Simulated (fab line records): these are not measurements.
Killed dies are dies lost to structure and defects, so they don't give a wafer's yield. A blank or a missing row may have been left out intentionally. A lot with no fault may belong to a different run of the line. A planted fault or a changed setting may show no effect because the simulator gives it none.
fab line records	flow sky130
record: lots: 12	wafers: 36	last_day: 50
route steps=708 shown LI_CONTACT@371 LOCAL_INTERCONNECT@388 PAD_OPEN@708
lots that met no fault: from a run of the same line without faults
start_h: the number of hours between the record's first day and the start of the first shown wafer of the lot	wait_h: hours elapsed since this lot's preceding step	" unchanged from the row above	L1.1+2: a row that stands for several wafers	- value missing, or start not given	* or withheld: withheld	< > ~ a bound
route shown NAME@n: NAME is a module with steps in the file, n the number in the route of the first one	usual: the fault-free wafers' mean and standard deviation	same: alike in all rows	chamber/n: place in a boat	sites: per-site readings	_std_site: the values' standard deviation	_edge_site: inner sites' mean taken away from outer sites' mean	radius_mm: for every site, how far away it sits from the centre of the wafer	mask NAME#n: copy n	behind: the last tool/chamber to shape the wafer	hold: why the lot went on hold/how many hours it stayed there/how the hold came to an end	device: names the non-switching transistor (n, p or np)	end of line: tests run on the same wafers once the route is complete	a step with no rows: only its recipe	killed: count of dies lost to structure and defects at first sort (not the wafer's yield)	map: a wafer's dies, marking killed ones x, the rest . and places with no die _
set.NAME: setting as actually run; set.NAME@STEP: the setting as run at that earlier step	model.NAME: the simulator's own value behind a step, which no gauge read
a sample of lots followed through the steps of the route, with each step as a table and each wafer as a row
services: from which hour (start_h, from the record's first day; less than 0 if before it) a tool's chamber was out of use, for how many hours, and why
== steps ==
step: SKY_LI_CONTACT_EXPOSE_09
recipe: mask_id: LICM1	na: 0.8	source_shape: annular	sigma_inner: 0.55	sigma_outer: 0.85	target_cd_nm: 170	dose_mj: 38
usual: focus_offset_nm: -0.1/0.49
lot.wafer	tool	chamber	start_h	wait_h	mask	focus_offset_nm
L931.2	krf_scanner-02	0	701.63	-	LICM1#0	0.0
L931.4	"	0	"	"	LICM1#0	0.3
L931.5	"	0	"	"	LICM1#0	0.8
L933.4	krf_scanner-02	0	706.32	-	LICM1#0	-0.1
L933.5	"	0	"	"	LICM1#0	-0.8
L933.6	"	0	"	"	LICM1#0	-0.2
L934.2	krf_scanner-01	0	718.95	-	LICM1#0	-0.1
L934.5	"	0	"	"	LICM1#0	-0.3
L934.6	"	0	"	"	LICM1#0	-0.8
L935.2	krf_scanner-02	0	731.99	-	LICM1#0	-0.5
L935.4	"	0	"	"	LICM1#0	-0.9
L935.6	"	0	"	"	LICM1#0	0.3
L939.2	krf_scanner-01	0	755.17	-	LICM1#0	0.4
L939.3	"	0	"	"	LICM1#0	0.0
L939.6	"	0	"	"	LICM1#0	0.0
L942.1	krf_scanner-02	0	782.05	-	LICM1_R1#0	0.4
L942.2	"	0	"	"	LICM1_R1#0	-0.2
L942.6	"	0	"	"	LICM1_R1#0	0.1
L944.1	krf_scanner-02	0	793.96	-	LICM1#0	-0.4
L944.3	"	0	"	"	LICM1#0	-0.3
L944.5	"	0	"	"	LICM1#0	-0.8
L945.1	krf_scanner-02	0	801.16	-	LICM1#0	-0.1
L945.2	"	0	"	"	LICM1#0	0.0
L945.6	"	0	"	"	LICM1#0	-0.2
L946.1	krf_scanner-02	0	805.35	-	LICM1#0	0.1
L946.4	"	0	"	"	LICM1#0	-0.3
L946.6	"	0	"	"	LICM1#0	-0.4
L947.2	krf_scanner-02	0	812.32	-	LICM1#0	-0.3
L947.4	"	0	"	"	LICM1#0	-0.5
L947.6	"	0	"	"	LICM1#0	-0.3
L948.2	krf_scanner-02	0	819.87	-	LICM1#0	0.5
L948.5	"	0	"	"	LICM1#0	0.4
L948.6	"	0	"	"	LICM1#0	0.5
L951.1	krf_scanner-02	0	841.21	-	LICM1#0	0.6
L951.5	"	0	"	"	LICM1#0	0.0
L951.6	"	0	"	"	LICM1#0	0.4
step: SKY_LI_CONTACT_CD_MEAS_12
recipe: target_cd_nm: 170
usual: cd_nm: 170.1/1.5
lot.wafer	tool	chamber	start_h	wait_h	cd_nm
L931.2	cd_sem-01	-	715.49	-	174.1
L931.4	"	-	"	"	170.3
L931.5	"	-	"	"	170.8
L933.4	cd_sem-02	-	719.46	-	170.6
L933.5	"	-	"	"	170.8
L933.6	"	-	"	"	170.8
L934.2	cd_sem-02	-	732.52	-	170.2
L934.5	"	-	"	"	170.8
L934.6	"	-	"	"	170.4
L935.2	cd_sem-02	-	744.95	-	169.7
L935.4	"	-	"	"	169.1
L935.6	"	-	"	"	170.1
L939.2	cd_sem-02	-	768.78	-	169.2
L939.3	"	-	"	"	169.6
L939.6	"	-	"	"	169.2
L942.1	cd_sem-01	-	795.51	-	146.9
L942.2	"	-	"	"	148.2
L942.6	"	-	"	"	148.2
L944.1	cd_sem-01	-	806.80	-	167.9
L944.3	"	-	"	"	169.1
L944.5	"	-	"	"	166.8
L945.1	cd_sem-02	-	814.01	-	169.4
L945.2	"	-	"	"	168.4
L945.6	"	-	"	"	169.3
L946.1	cd_sem-01	-	818.05	-	173.4
L946.4	"	-	"	"	172.1
L946.6	"	-	"	"	172.2
L947.2	cd_sem-02	-	825.77	-	168.6
L947.4	"	-	"	"	170.3
L947.6	"	-	"	"	169.8
L948.2	cd_sem-02	-	832.50	-	170.6
L948.5	"	-	"	"	170.3
L948.6	"	-	"	"	169.4
L951.1	cd_sem-01	-	854.08	-	169.0
L951.5	"	-	"	"	169.4
L951.6	"	-	"	"	170.5
step: SKY_LI_CONTACT_SPUTTER_19
recipe: material: Ti	target_thk_nm: 20	chamber_pressure_pa: 5	power_w: 2500	substrate_temp_c: 200	time_s: 106.37
usual: throttle_valve_pct: 30.3/1.1
lot.wafer	tool	chamber	start_h	wait_h	throttle_valve_pct
L931.2	pvd_sputter-01	-	716.06	0.0	30.9
L931.4	"	-	"	"	31.5
L931.5	"	-	"	"	31.1
L933.4	pvd_sputter-03	-	720.19	0.0	29.5
L933.5	"	-	"	"	27.7
L933.6	"	-	"	"	30.9
L934.2	pvd_sputter-03	-	733.08	0.0	27.6
L934.5	"	-	"	"	29.3
L934.6	"	-	"	"	29.5
L935.2	pvd_sputter-03	-	745.51	0.0	30.8
L935.4	"	-	"	"	29.5
L935.6	"	-	"	"	30.8
L939.2	pvd_sputter-04	-	769.36	0.0	31.7
L939.3	"	-	"	"	30.9
L939.6	"	-	"	"	31.5
L942.1	pvd_sputter-04	-	796.27	0.0	30.3
L942.2	"	-	"	"	31.4
L942.6	"	-	"	"	30.5
L944.1	pvd_sputter-04	-	807.38	0.0	30.5
L944.3	"	-	"	"	30.3
L944.5	"	-	"	"	29.5
L945.1	pvd_sputter-04	-	814.61	0.0	31.7
L945.2	"	-	"	"	30.4
L945.6	"	-	"	"	31.5
L946.1	pvd_sputter-01	-	818.66	0.0	31.7
L946.4	"	-	"	"	30.8
L946.6	"	-	"	"	30.9
L947.2	pvd_sputter-03	-	826.36	0.0	29.4
L947.4	"	-	"	"	30.4
L947.6	"	-	"	"	29.4
L948.2	pvd_sputter-01	-	833.11	0.0	30.6
L948.5	"	-	"	"	30.9
L948.6	"	-	"	"	31.3
L951.1	pvd_sputter-03	-	854.66	0.0	27.9
L951.5	"	-	"	"	29.1
L951.6	"	-	"	"	29.1
step: SKY_LI_CONTACT_THK_MEAS_23
recipe: thk_meas_gauge: xrf	reads: W_of_LI_CONTACT_CVD_21
usual: LI_CONTACT_W_THK: 406/7.5
lot.wafer	tool	chamber	start_h	wait_h	LI_CONTACT_W_THK[nm]
L931.2	film_metro-01	-	716.46	0.1	412
L931.4	"	-	"	"	409
L931.5	"	-	"	"	403
L933.4	film_metro-01	-	720.57	0.1	403
L933.5	"	-	"	"	406
L933.6	"	-	"	"	406
L934.2	film_metro-04	-	733.47	0.1	414
L934.5	"	-	"	"	417
L934.6	"	-	"	"	409
L935.2	film_metro-04	-	745.90	0.1	408
L935.4	"	-	"	"	404
L935.6	"	-	"	"	404
L939.2	film_metro-01	-	769.75	0.1	400
L939.3	"	-	"	"	398
L939.6	"	-	"	"	402
L942.1	film_metro-01	-	796.67	0.1	396
L942.2	"	-	"	"	399
L942.6	"	-	"	"	399
L944.1	film_metro-04	-	807.76	0.1	413
L944.3	"	-	"	"	416
L944.5	"	-	"	"	408
L945.1	film_metro-04	-	814.99	0.1	411
L945.2	"	-	"	"	412
L945.6	"	-	"	"	416
L946.1	film_metro-04	-	819.04	0.1	407
L946.4	"	-	"	"	413
L946.6	"	-	"	"	412
L947.2	film_metro-01	-	826.75	0.1	412
L947.4	"	-	"	"	407
L947.6	"	-	"	"	413
L948.2	film_metro-01	-	833.51	0.1	406
L948.5	"	-	"	"	402
L948.6	"	-	"	"	401
L951.1	film_metro-03	-	855.04	0.1	406
L951.5	"	-	"	"	402
L951.6	"	-	"	"	398
step: SKY_LOCAL_INTERCONNECT_RS_MEAS_01
recipe: thk_meas_gauge: four-point-probe	reads: TiN_of_LOCAL_INTERCONNECT_SPUTTER_00
usual: LOCAL_INTERCONNECT_TIN_RS: 14.19/0.15
lot.wafer	tool	chamber	start_h	wait_h	LOCAL_INTERCONNECT_TIN_RS[ohm/sq]
L931.2	film_metro-03	-	716.89	0.1	13.86
L931.4	"	-	"	"	14.03
L931.5	"	-	"	"	13.96
L933.4	film_metro-01	-	721.02	0.1	14.40
L933.5	"	-	"	"	14.40
L933.6	"	-	"	"	14.38
L934.2	film_metro-03	-	733.90	0.1	14.23
L934.5	"	-	"	"	14.32
L934.6	"	-	"	"	14.26
L935.2	film_metro-02	-	746.33	0.1	14.23
L935.4	"	-	"	"	14.11
L935.6	"	-	"	"	14.07
L939.2	film_metro-01	-	770.18	0.1	14.37
L939.3	"	-	"	"	14.35
L939.6	"	-	"	"	14.29
L942.1	film_metro-03	-	797.28	0.0	14.09
L942.2	"	-	"	"	13.96
L942.6	"	-	"	"	14.08
L944.1	film_metro-03	-	808.18	0.0	13.96
L944.3	"	-	"	"	14.10
L944.5	"	-	"	"	14.14
L945.1	film_metro-01	-	815.41	0.0	14.08
L945.2	"	-	"	"	14.08
L945.6	"	-	"	"	14.16
L946.1	film_metro-02	-	819.47	0.0	14.25
L946.4	"	-	"	"	14.28
L946.6	"	-	"	"	14.36
L947.2	film_metro-02	-	827.19	0.1	14.20
L947.4	"	-	"	"	14.24
L947.6	"	-	"	"	14.20
L948.2	film_metro-02	-	834.20	0.1	14.14
L948.5	"	-	"	"	14.03
L948.6	"	-	"	"	14.05
L951.1	film_metro-03	-	855.46	0.0	14.26
L951.5	"	-	"	"	14.27
L951.6	"	-	"	"	14.32
step: SKY_PAD_OPEN_PROBE_99
usual: killed_at_M0_to_M3: 43/6.9	killed_at_M4_up: 3.1/1.8	killed_at_contacts: 24/5.1	killed_at_front_end: 15/4.8	killed_at_other: 0.3/0.48	killed_dies: 86/8.9	killed_on_rim: 18/3.8	killed_open: 47/6.8	killed_short: 39/6.3
same: gross_dies: 492	killed_at_back_side: 0
lot.wafer	tool	chamber	start_h	wait_h	killed_at_M0_to_M3	killed_at_M4_up	killed_at_contacts	killed_at_front_end	killed_at_other	killed_dies	killed_on_rim	killed_open	killed_short
L931.2	prober-01	-	1103.14	0.1	40	7	19	16	1	83	22	37	46
L931.4	prober-01	-	1103.24	0.2	32	0	37	13	0	82	21	46	36
L931.5	prober-01	-	1103.29	0.2	39	1	24	20	0	84	14	41	43
L933.4	prober-02	-	1108.22	0.2	31	1	29	16	0	77	15	39	37
L933.5	prober-02	-	1108.27	0.2	38	4	37	20	0	99	15	49	49
L933.6	prober-02	-	1108.32	0.2	47	4	25	19	0	95	26	48	47
L934.2	prober-02	-	1114.83	0.1	49	3	20	14	1	87	17	48	39
L934.5	prober-02	-	1114.98	0.2	45	3	26	11	0	85	19	50	33
L934.6	prober-02	-	1115.03	0.2	45	4	30	24	0	103	20	58	45
L935.2	prober-01	-	1126.33	0.1	48	3	24	22	0	97	13	54	43
L935.4	prober-01	-	1126.43	0.2	46	6	35	27	0	114	24	68	46
L935.6	prober-01	-	1126.53	0.2	41	8	36	11	0	96	21	51	45
L939.2	prober-01	-	1144.63	0.1	34	3	27	12	0	76	18	37	39
L939.3	prober-01	-	1144.68	0.2	38	2	25	27	1	93	16	42	51
L939.6	prober-01	-	1144.83	0.2	40	2	30	26	2	100	22	50	50
L942.1	prober-01	-	1163.75	0.1	30	4	44	15	1	94	30	40	38
L942.2	prober-01	-	1163.80	0.1	32	3	52	18	0	105	35	52	32
L942.6	prober-01	-	1164.00	0.2	35	1	35	17	0	88	23	46	31
L944.1	prober-02	-	1169.05	0.1	45	6	28	16	0	95	15	49	45
L944.3	prober-02	-	1169.15	0.2	34	0	28	19	0	81	19	38	43
L944.5	prober-02	-	1169.25	0.2	45	4	25	14	0	88	12	48	39
L945.1	prober-01	-	1173.85	0.1	41	2	16	15	1	75	14	43	30
L945.2	prober-01	-	1173.90	0.1	47	5	23	18	0	93	23	50	43
L945.6	prober-01	-	1174.10	0.2	35	2	22	9	0	68	19	37	31
L946.1	prober-02	-	1176.27	0.1	41	3	24	13	0	81	13	52	28
L946.4	prober-02	-	1176.42	0.2	34	2	30	10	0	76	15	40	36
L946.6	prober-02	-	1176.52	0.2	44	5	29	6	1	85	13	47	38
L947.2	prober-01	-	1182.17	0.1	54	1	22	8	0	85	20	58	27
L947.4	prober-01	-	1182.27	0.2	40	3	22	20	0	85	18	53	32
L947.6	prober-01	-	1182.37	0.2	41	1	24	10	0	76	15	47	29
L948.2	prober-02	-	1189.07	0.1	49	1	13	14	1	78	18	53	24
L948.5	prober-02	-	1189.22	0.2	41	1	27	17	0	86	20	42	44
L948.6	prober-02	-	1189.27	0.2	43	3	21	15	0	82	28	40	41
L951.1	prober-01	-	1197.90	0.1	39	5	19	17	0	80	17	37	41
L951.5	prober-01	-	1198.10	0.2	36	1	29	21	0	87	23	48	38
L951.6	prober-01	-	1198.15	0.2	27	3	20	25	0	75	14	43	32
killed by level:class
L931.2 CONTACT:geometric_particle:open=7 VIA2:geometric_particle:open=7 METAL4:geometric_particle:short=7 VIA1:geometric_particle:short=5 METAL2:geometric_particle:short=5 VIA3:geometric_particle:open=5 VIA1:geometric_particle:open=4 CONTACT:geometric_particle:short=4
L931.4 CONTACT:geometric_particle:open=13 CONTACT:geometric_particle:short=10 LI_CONTACT:geometric_particle:open=7 VIA1:geometric_particle:open=7 VIA2:geometric_particle:open=6 VIA1:geometric_particle:short=5 LOCAL_INTERCONNECT:geometric_particle:short=5 VIA3:geometric_particle:open=5
L931.5 FIELD_ISO:geometric_particle:open=9 CONTACT:geometric_particle:open=9 LI_CONTACT:geometric_particle:open=6 CONTACT:geometric_particle:short=6 METAL2:geometric_particle:short=6 VIA2:geometric_particle:open=6 VIA3:geometric_particle:short=5 POLY_GATE:geometric_particle:short=4
L933.4 LOCAL_INTERCONNECT:geometric_particle:short=9 CONTACT:geometric_particle:open=7 LI_CONTACT:geometric_particle:open=6 VIA1:geometric_particle:open=6 VIA2:geometric_particle:open=6 POLY_GATE:geometric_particle:short=4 VIA1:geometric_particle:short=4 FIELD_ISO:geometric_particle:short=3
L933.5 CONTACT:geometric_particle:short=10 LI_CONTACT:geometric_particle:open=9 CONTACT:geometric_particle:open=8 VIA1:geometric_particle:open=8 VIA3:geometric_particle:open=7 LOCAL_INTERCONNECT:geometric_particle:short=7 VIA2:geometric_particle:open=7 METAL1:geometric_particle:short=5
L933.6 CONTACT:geometric_particle:open=13 METAL1:geometric_particle:short=11 FIELD_ISO:geometric_particle:short=8 VIA1:geometric_particle:open=8 LI_CONTACT:geometric_particle:open=5 METAL3:geometric_particle:short=5 VIA3:geometric_particle:open=5 POLY_GATE:geometric_particle:short=4
L934.2 VIA2:geometric_particle:open=14 VIA3:geometric_particle:open=9 VIA1:geometric_particle:open=8 LI_CONTACT:geometric_particle:open=5 FIELD_ISO:geometric_particle:open=4 POLY_GATE:geometric_particle:short=4 CONTACT:geometric_particle:open=4 CONTACT:geometric_particle:short=4
L934.5 VIA1:geometric_particle:open=17 CONTACT:geometric_particle:open=8 METAL2:geometric_particle:short=6 VIA2:geometric_particle:open=6 VIA3:geometric_particle:open=6 LOCAL_INTERCONNECT:geometric_particle:short=5 FIELD_ISO:geometric_particle:short=4 POLY_GATE:geometric_particle:open=4
L934.6 VIA1:geometric_particle:open=11 LI_CONTACT:geometric_particle:open=9 CONTACT:geometric_particle:open=9 FIELD_ISO:geometric_particle:open=8 LOCAL_INTERCONNECT:geometric_particle:short=8 VIA2:geometric_particle:open=7 POLY_GATE:geometric_particle:short=6 VIA1:geometric_particle:short=5
L935.2 CONTACT:geometric_particle:open=12 VIA1:geometric_particle:open=11 METAL2:geometric_particle:short=7 VIA3:geometric_particle:open=7 FIELD_ISO:geometric_particle:open=6 LI_CONTACT:geometric_particle:open=5 VIA2:geometric_particle:open=5 FIELD_ISO:geometric_particle:short=4
L935.4 VIA1:geometric_particle:open=18 CONTACT:geometric_particle:open=13 LI_CONTACT:geometric_particle:open=13 POLY_GATE:geometric_particle:short=6 VIA2:geometric_particle:open=6 METAL4:geometric_particle:short=6 FIELD_ISO:geometric_particle:short=5 SPACER:geometric_particle:open=5
L935.6 VIA1:geometric_particle:open=15 CONTACT:geometric_particle:open=10 LI_CONTACT:geometric_particle:open=9 LOCAL_INTERCONNECT:geometric_particle:short=9 METAL4:geometric_particle:short=8 METAL1:geometric_particle:short=7 VIA3:geometric_particle:open=7 VIA1:geometric_particle:short=5
L939.2 CONTACT:geometric_particle:open=8 LI_CONTACT:geometric_particle:open=7 VIA2:geometric_particle:open=7 CONTACT:geometric_particle:short=5 METAL2:geometric_particle:short=5 LOCAL_INTERCONNECT:geometric_particle:short=4 METAL1:geometric_particle:short=4 VIA1:geometric_particle:open=4
L939.3 VIA3:geometric_particle:open=9 FIELD_ISO:geometric_particle:open=8 CONTACT:geometric_particle:open=8 LI_CONTACT:geometric_particle:open=7 METAL1:geometric_particle:short=7 VIA1:geometric_particle:short=6 METAL2:geometric_particle:short=5 SPACER:geometric_particle:open=4
L939.6 CONTACT:geometric_particle:open=10 VIA3:geometric_particle:open=9 POLY_GATE:geometric_particle:short=8 METAL1:geometric_particle:short=7 FIELD_ISO:geometric_particle:short=6 LI_CONTACT:geometric_particle:open=6 VIA2:geometric_particle:open=6 LOCAL_INTERCONNECT:geometric_particle:short=6
L942.1 LI_CONTACT:area_expose=15 LI_CONTACT:geometric_particle:open=9 LOCAL_INTERCONNECT:geometric_particle:short=8 FIELD_ISO:geometric_particle:open=7 VIA3:geometric_particle:open=7 CONTACT:geometric_particle:short=6 CONTACT:geometric_particle:open=6 FIELD_ISO:geometric_particle:short=4
L942.2 LI_CONTACT:area_expose=21 LI_CONTACT:geometric_particle:open=10 FIELD_ISO:geometric_particle:open=8 VIA2:geometric_particle:open=8 VIA3:geometric_particle:open=8 CONTACT:geometric_particle:short=6 LOCAL_INTERCONNECT:geometric_particle:short=6 CONTACT:geometric_particle:open=6
L942.6 CONTACT:geometric_particle:open=12 LI_CONTACT:area_expose=9 VIA1:geometric_particle:open=8 LI_CONTACT:geometric_particle:open=7 VIA2:geometric_particle:open=5 LI_CONTACT:geometric_particle:short=4 METAL2:geometric_particle:short=4 POLY_GATE:geometric_particle:short=3
L944.1 CONTACT:geometric_particle:open=11 METAL1:geometric_particle:short=8 VIA1:geometric_particle:open=8 LI_CONTACT:geometric_particle:open=7 METAL2:geometric_particle:short=7 VIA2:geometric_particle:open=6 POLY_GATE:geometric_particle:open=5 CONTACT:geometric_particle:short=5
L944.3 LI_CONTACT:geometric_particle:open=7 LOCAL_INTERCONNECT:geometric_particle:short=6 METAL2:geometric_particle:short=6 CONTACT:geometric_particle:short=6 VIA1:geometric_particle:open=6 VIA3:geometric_particle:open=6 FIELD_ISO:geometric_particle:open=5 CONTACT:geometric_particle:open=5
L944.5 LI_CONTACT:geometric_particle:open=9 VIA2:geometric_particle:open=8 POLY_GATE:geometric_particle:open=7 VIA1:geometric_particle:open=7 LI_CONTACT:geometric_particle:short=5 METAL1:geometric_particle:short=5 METAL2:geometric_particle:short=5 CONTACT:geometric_particle:open=4
L945.1 VIA1:geometric_particle:open=11 VIA3:geometric_particle:open=7 CONTACT:geometric_particle:open=6 VIA2:geometric_particle:open=6 VIA1:geometric_particle:short=5 FIELD_ISO:geometric_particle:open=4 POLY_GATE:geometric_particle:short=4 LI_CONTACT:geometric_particle:short=3
L945.2 VIA1:geometric_particle:open=16 CONTACT:geometric_particle:open=8 VIA2:geometric_particle:open=7 FIELD_ISO:geometric_particle:short=6 METAL1:geometric_particle:short=6 LI_CONTACT:geometric_particle:open=5 CONTACT:geometric_particle:short=5 METAL2:geometric_particle:short=5
L945.6 CONTACT:geometric_particle:open=11 VIA1:geometric_particle:open=7 VIA3:geometric_particle:open=6 LI_CONTACT:geometric_particle:open=5 METAL3:geometric_particle:short=5 CONTACT:geometric_particle:short=4 METAL1:geometric_particle:short=3 VIA2:geometric_particle:open=3
L946.1 VIA1:geometric_particle:open=12 CONTACT:geometric_particle:open=11 FIELD_ISO:geometric_particle:open=7 VIA3:geometric_particle:open=7 VIA2:geometric_particle:open=6 VIA1:geometric_particle:short=6 LI_CONTACT:geometric_particle:open=4 METAL1:geometric_particle:short=4
L946.4 LI_CONTACT:geometric_particle:open=9 CONTACT:geometric_particle:open=9 VIA1:geometric_particle:short=7 VIA1:geometric_particle:open=7 METAL2:geometric_particle:short=7 CONTACT:geometric_particle:short=6 VIA3:geometric_particle:open=5 FIELD_ISO:geometric_particle:open=4
L946.6 VIA1:geometric_particle:open=12 VIA2:geometric_particle:open=9 LI_CONTACT:geometric_particle:short=8 CONTACT:geometric_particle:open=8 VIA3:geometric_particle:open=6 LI_CONTACT:geometric_particle:open=5 LOCAL_INTERCONNECT:geometric_particle:short=4 METAL4:geometric_particle:short=4
L947.2 VIA1:geometric_particle:open=16 LI_CONTACT:geometric_particle:open=9 CONTACT:geometric_particle:open=9 METAL2:geometric_particle:short=7 VIA2:geometric_particle:open=6 VIA3:geometric_particle:open=5 METAL1:geometric_particle:short=4 VIA1:geometric_particle:short=4
L947.4 VIA1:geometric_particle:open=13 LI_CONTACT:geometric_particle:open=8 CONTACT:geometric_particle:open=8 FIELD_ISO:geometric_particle:open=7 METAL2:geometric_particle:short=5 VIA2:geometric_particle:open=5 VIA2:geometric_particle:short=4 LOCAL_INTERCONNECT:geometric_particle:short=3
L947.6 VIA1:geometric_particle:open=11 LI_CONTACT:geometric_particle:open=8 CONTACT:geometric_particle:open=7 VIA2:geometric_particle:open=6 VIA1:geometric_particle:short=5 METAL2:geometric_particle:short=5 VIA3:geometric_particle:open=5 FIELD_ISO:geometric_particle:open=4
L948.2 VIA1:geometric_particle:open=13 VIA2:geometric_particle:open=10 CONTACT:geometric_particle:open=8 VIA3:geometric_particle:open=5 POLY_GATE:geometric_particle:short=4 METAL2:geometric_particle:short=4 METAL1:geometric_particle:short=4 VIA1:geometric_particle:short=4
L948.5 CONTACT:geometric_particle:open=13 METAL1:geometric_particle:short=11 VIA1:geometric_particle:open=9 METAL2:geometric_particle:short=6 LOCAL_INTERCONNECT:geometric_particle:short=5 FIELD_ISO:geometric_particle:short=4 POLY_GATE:geometric_particle:open=4 METAL3:geometric_particle:short=4
L948.6 CONTACT:geometric_particle:open=12 VIA1:geometric_particle:open=9 POLY_GATE:geometric_particle:short=7 VIA1:geometric_particle:short=6 METAL3:geometric_particle:short=5 METAL1:geometric_particle:short=5 VIA3:geometric_particle:open=5 CONTACT:geometric_particle:short=4
L951.1 METAL2:geometric_particle:short=8 FIELD_ISO:geometric_particle:short=6 VIA3:geometric_particle:open=6 VIA1:geometric_particle:open=6 LI_CONTACT:geometric_particle:open=5 CONTACT:geometric_particle:open=5 VIA2:geometric_particle:open=5 FIELD_ISO:geometric_particle:open=4
L951.5 CONTACT:geometric_particle:open=14 VIA2:geometric_particle:open=9 METAL2:geometric_particle:short=7 CONTACT:geometric_particle:short=6 POLY_GATE:geometric_particle:open=5 POLY_GATE:geometric_particle:short=5 VIA1:geometric_particle:open=5 FIELD_ISO:geometric_particle:open=4
L951.6 LI_CONTACT:geometric_particle:open=9 CONTACT:geometric_particle:open=7 FIELD_ISO:geometric_particle:short=6 POLY_GATE:geometric_particle:open=6 VIA1:geometric_particle:open=6 POLY_GATE:geometric_particle:short=5 FIELD_ISO:geometric_particle:open=4 METAL1:geometric_particle:short=4
== services ==
tool	chamber	start_h	hours	kind
krf_scanner-02	-	680.91	1.3	pm
pvd_sputter-04	-	683.08	3.4	repair
pvd_sputter-03	2	707.06	-	consumable_replace:kit
pvd_sputter-03	2	707.06	18.0	scheduled_down
pvd_sputter-03	2	707.06	18.0	vent_cycle
pvd_sputter-03	-	707.49	2.1	repair
krf_scanner-02	-	729.40	0.4	repair
krf_scanner-02	-	732.68	0.8	pm
krf_scanner-02	-	742.74	2.2	repair
krf_scanner-02	-	756.19	1.0	pm
krf_scanner-01	-	779.61	2.6	repair
krf_scanner-02	0	784.60	-	calibration
krf_scanner-01	-	805.75	7.2	pm
krf_scanner-01	0	811.29	-	calibration
krf_scanner-01	-	812.95	1.3	pm
krf_scanner-01	-	816.33	0.8	pm
krf_scanner-01	-	821.23	0.8	pm
krf_scanner-01	-	826.27	1.0	pm
pvd_sputter-01	-	842.19	4.7	repair
== key ==
first_sign: step: SKY_LI_CONTACT_EXPOSE_09	reading: mask	direction: changed
effect: step: SKY_LI_CONTACT_CD_MEAS_12	reading: cd_nm	direction: down	sigmas: 15	usual: 170.1	struck: 147.8
effect: step: SKY_PAD_OPEN_PROBE_99	reading: killed_at_contacts	direction: up	sigmas: 3.8	usual: 24	struck: 44
more_kills_born_at: SKY_LI_CONTACT_EXPOSE_09@krf_scanner-02: 45
met_at SKY_LI_CONTACT_EXPOSE_09
struck_lots L942
tester_left_out L942
not_acting_at SKY_LI_CONTACT_SPUTTER_19,SKY_LI_CONTACT_THK_MEAS_23,SKY_LOCAL_INTERCONNECT_RS_MEAS_01
onset_between 731.99 782.05
fault: kind: wrong_mask	tool: any	chamber: -	onset_h: 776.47	steps: SKY_LI_CONTACT_EXPOSE_09	aux_copy: LICM1_R1#0	cd_offset_nm: -20	scope: struck_lots_only
tester_left_out: of these lots the tester's yield and bins aren't shown, on N5 and GAA mostly nor the transistor test; their killed dies are dies lost to structure and defects alone, not to doping, threshold or leakage, so they don't give the yield
